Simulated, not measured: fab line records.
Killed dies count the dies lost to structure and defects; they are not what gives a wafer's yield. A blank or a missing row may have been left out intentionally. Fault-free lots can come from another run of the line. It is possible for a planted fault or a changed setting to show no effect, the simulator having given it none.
fab line records | flow sfqLine
record: lots: 14 wafers: 42 lastDay: 86
route steps=325 shown M4@148
lots with no fault: from the same line, run without faults
startH: hours from the record's first day to the start of the lot's first wafer shown | waitH: hours elapsed since this lot's preceding step | " unchanged from the row above | L1.1+2: a single row standing in for several wafers | - either no value or no given start | * or withheld: withheld | < > ~ a bound
route shown NAME@n: a module of which the file shows steps, and the number in the route of the first | usual: the fault-free wafers' mean and standard deviation | same: alike in all rows | chamber/n: place in a boat | sites: the reading at each site | _std_site: standard deviation across them | _edge_site: mean of outer sites minus mean of inner sites | radiusMm: for every site, how far away it sits from the centre of the wafer | mask NAME#n: copy n | behind: the tool/chamber that last shaped the wafer | hold: the reason the lot was held/the length of the hold in hours/how it ended | device: which transistor (n, p or np) failed to switch | end of line: the same wafers' tests at the end of the route | a step without rows: its recipe alone | killed: not the wafer's yield, but the dies lost to structure and defects at the first sort | map: shows each die of a wafer: x if killed, . if not, _ if none is there
set.NAME: the setting that was run; set.NAME@STEP: the one run at that earlier step | model.NAME: the simulator's own value behind a step, which no gauge read
a sample of lots followed through the steps of the route, with each step as a table and each wafer as a row
services: when a tool's chamber went out of use (startH, in hours from the record's first day, below 0 if earlier), for how many hours, and the reason
== steps ==
step: SFQ_TRILAYER_M4_DEP_PRE_CLEAN_092
recipe: gas: Ar timeS: 22.5 biasV: 250
usual: biasV: 250.4/2.5 timeS: 22.5/0
columns lot.wafer tool chamber startH waitH biasV timeS
L838.1 pvdSputter-06 - 958.71 0.0 246.8 22.5
L838.2 " - " " 250.4 22.5
L838.3 " - " " 254.2 22.5
L839.2 pvdSputter-06 - 963.42 0.0 252.1 22.5
L839.4 " - " " 251.8 22.5
L839.6 " - " " 249.8 22.5
L842.1 pvdSputter-04 - 972.51 0.0 - -
L842.2 " - " " - -
L842.5 " - " " - -
L843.1 pvdSputter-06 - 976.04 0.0 - -
L843.3 " - " " - -
L843.4 " - " " - -
L844.1 pvdSputter-06 - 979.11 0.0 252.4 22.5
L844.3 " - " " 247.3 22.5
L844.5 " - " " 250.3 22.5
L845.1 pvdSputter-05 - 980.91 0.0 252.9 22.5
L845.4 " - " " 252.8 22.5
L845.6 " - " " 251.7 22.5
L853.2 pvdSputter-06 - 1056.22 0.0 245.3 22.5
L853.4 " - " " 253.8 22.5
L853.6 " - " " 246.5 22.5
L855.2 pvdSputter-04 - 1059.92 0.0 243.9 22.5
L855.4 " - " " 247.6 22.5
L855.6 " - " " 251.1 22.5
L856.1 pvdSputter-06 - 1061.12 0.0 245.9 22.5
L856.2 " - " " 251.1 22.5
L856.3 " - " " 252.9 22.5
L857.3 pvdSputter-04 - 1181.08 0.0 251.8 22.5
L857.4 " - " " 250.6 22.5
L857.6 " - " " 249.0 22.5
L858.1 pvdSputter-04 - 1205.43 0.0 249.5 22.5
L858.2 " - " " 251.3 22.5
L858.5 " - " " 248.0 22.5
L859.1 pvdSputter-06 - 1207.23 0.0 250.5 22.5
L859.2 " - " " 252.2 22.5
L859.3 " - " " 250.9 22.5
L860.2 pvdSputter-06 - 1213.57 0.0 247.2 22.5
L860.4 " - " " 251.9 22.5
L860.5 " - " " 254.7 22.5
L861.2 pvdSputter-04 - 1249.44 0.0 248.2 22.5
L861.3 " - " " 245.0 22.5
L861.6 " - " " 252.9 22.5
== services ==
columns tool chamber startH hours kind
pvdSputter-05 - 968.60 7.5 repair
pvdSputter-06 - 979.52 2.1 repair
pvdSputter-05 - 1033.67 3.1 repair
pvdSputter-04 - 1046.11 1.4 repair
pvdSputter-05 - 1086.19 5.2 repair
pvdSputter-06 - 1091.66 0.5 repair
pvdSputter-05 - 1167.40 5.2 repair
pvdSputter-06 - 1172.99 4.9 repair
== key ==
firstSign: step: SFQ_TRILAYER_M4_DEP_PRE_CLEAN_092 reading: toolRecord direction: missing
effect none on later readings
metAt SFQ_TRILAYER_M4_DEP_PRE_CLEAN_092
struckLots L842,L843
onsetBetween 963.42 972.51
fault: kind: skippedStepWhole tool: pvdSputter-04,pvdSputter-06 chamber: - onsetH: 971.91 steps: SFQ_TRILAYER_M4_DEP_PRE_CLEAN_092 scope: struckLotsOnly
